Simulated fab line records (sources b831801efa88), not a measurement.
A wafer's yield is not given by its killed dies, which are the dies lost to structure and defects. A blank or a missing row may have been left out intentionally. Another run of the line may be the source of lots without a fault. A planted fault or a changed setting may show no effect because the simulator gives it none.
Shared-tool check	flow gf180mcu	Sampled: 13 lots, 39 wafers

## REASON IT WAS OPENED
2 of 13 lots carry a flag on the reading HV_LDD_TW at GF_HV_LDD_TW_MEAS_11. Wafers without a fault read 2419, standard deviation 12.
Rule: a lot gets a flag if all its wafers with a number sit over 4 standard deviations from that mean, or if no wafer of it has a number. The other lots count as sound.

lot	measured	on	HV_LDD_TW, wafer by wafer	flag
L454	day 10 14:44	film_metro-03	2428 2436 2431	
L455	day 10 17:40	film_metro-01	2401 2413 2412	
L456	day 11 06:52	film_metro-01	2424 2416 2410	
L462	day 12 19:01	film_metro-03	2438 2438 2438	
L464	day 13 10:14	film_metro-04	2388 2408 2402	
L466	day 13 21:11	film_metro-03	2297 2310 2299	FLAGGED
L467	day 14 08:55	film_metro-04	2299 2282 2296	FLAGGED
L470	day 15 07:57	film_metro-01	2420 2416 2431	
L471	day 15 16:15	film_metro-04	2400 2403 2397	
L472	day 16 00:01	film_metro-04	2415 2415 2425	
L474	day 16 09:57	film_metro-01	2418 2418 2420	
L475	day 16 18:50	film_metro-03	2411 2424 2415	
L476	day 17 01:07	film_metro-01	2412 2415 2417	
Average over the flagged lots: 2297; offset from the usual -122, equal to -10 standard deviations.

## LOT BY LOT: THE TOOL USED
The record holds 1 process step before the reading, out of a route of 602 steps. Every cell lists first the tool, next ch and the chambers used by the sampled wafers, and last the start.
lot	flag	GF_HV_LDD_IMPLANT_09
L454		implanter-03 ch 0, day 10 14:29
L455		implanter-02 ch 0, day 10 17:25
L456		implanter-03 ch 0, day 11 06:40
L462		implanter-04 ch 0, day 12 18:46
L464		implanter-02 ch 0, day 13 09:59
L466	FLAGGED	implanter-02 ch 0, day 13 20:56
L467	FLAGGED	implanter-02 ch 0, day 14 08:40
L470		implanter-04 ch 0, day 15 07:43
L471		implanter-04 ch 0, day 15 16:02
L472		implanter-03 ch 0, day 15 23:46
L474		implanter-03 ch 0, day 16 09:44
L475		implanter-03 ch 0, day 16 18:35
L476		implanter-02 ch 0, day 17 00:52
What the steps here do:
- GF_HV_LDD_IMPLANT_09
- GF_HV_LDD_TW_MEAS_11

## FLAGGED OVER TOTAL, TOOL BY TOOL (the gauges that took the reading come last)
step	tool	lots run	flagged	share of the flagged lots	sound lots run after its first flagged lot
GF_HV_LDD_IMPLANT_09	implanter-02	5	2	all	1 (L476)
GF_HV_LDD_IMPLANT_09	implanter-03	5	0	none	-
GF_HV_LDD_IMPLANT_09	implanter-04	3	0	none	-
GF_HV_LDD_TW_MEAS_11	film_metro-01	5	0	none	-
GF_HV_LDD_TW_MEAS_11	film_metro-03	4	1	some	1 (L475)
GF_HV_LDD_TW_MEAS_11	film_metro-04	4	1	some	2 (L471,L472)

## WHAT IS ALLOWED BY THE TABLE
In the table, 1 row covers all flagged lots: implanter-02 at GF_HV_LDD_IMPLANT_09.
- implanter-02 at GF_HV_LDD_IMPLANT_09 ran 5 lots, 2 of them flagged. Lots that were sound ran on it after the first flagged one (L476); a persistent fault on the entire tool would not allow that. Its own readings (beam_on_s, faraday_current_uA) fall more than 4 standard deviations out on all wafers of the flagged lots.
There is no row in the table that ran each flagged lot and no sound lot after the first.

## WHAT THE SIMULATOR PUT IN
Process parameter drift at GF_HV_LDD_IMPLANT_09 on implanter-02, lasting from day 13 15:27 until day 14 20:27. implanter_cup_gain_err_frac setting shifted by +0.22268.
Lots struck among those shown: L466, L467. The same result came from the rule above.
